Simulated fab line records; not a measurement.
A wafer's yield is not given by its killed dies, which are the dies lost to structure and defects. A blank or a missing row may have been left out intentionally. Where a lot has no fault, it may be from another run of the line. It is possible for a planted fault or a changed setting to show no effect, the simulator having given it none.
Chamber matching    flow gf180mcu    GF_SAB_CVD_00 on pecvd-02 has 3 sister chambers
The step deposits SiO2 from TEOS, target thk 50 nm, time 4.9302 s. 3 wafers are shown with their chamber, then 8 later ones without.

== WAFERS, EACH WITH ITS CHAMBER ==
wafer   chamber  rf-fwd-power-W (W)
L845.4  0        584
L845.6  1        586
L851.1  2        594

== WAFERS WITH NO CHAMBER GIVEN ==
wafer   rf-fwd-power-W (W)
L851.2  581
L851.5  594
L854.3  585
L854.5  596
L854.6  584
L855.2  587
L855.5  593
L855.6  585

== CHAMBER TAKEN BY EACH ==
wafer   from the rows above      in truth
L851.2  can't be placed: 0 or 1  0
L851.5  2                        2
L854.3  can't be placed: 0 or 1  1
L854.5  2                        2
L854.6  can't be placed: 0 or 1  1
L855.2  can't be placed: 1 or 0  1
L855.5  2                        2
L855.6  can't be placed: 0 or 1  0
3 of 8 placed correctly. Can't be placed from these rows: 5 (the true chamber is among the candidates in 5). Wrongly placed: 0.
How it was worked out, from the rows above alone: a wafer's distance from a chamber is the root of the sum, over the readings, of the square of ((its reading less the chamber's mean) divided by the reading's scatter). If the next closest chamber is less than 2 further off than the closest, the wafer can't be placed; otherwise it belongs to the closest. For every chamber, the mean is computed from those of its wafers that are shown. The scatter (one wafer shown for each chamber): square how far every hidden wafer sits from the nearest shown wafer, average those squares and take the square root.
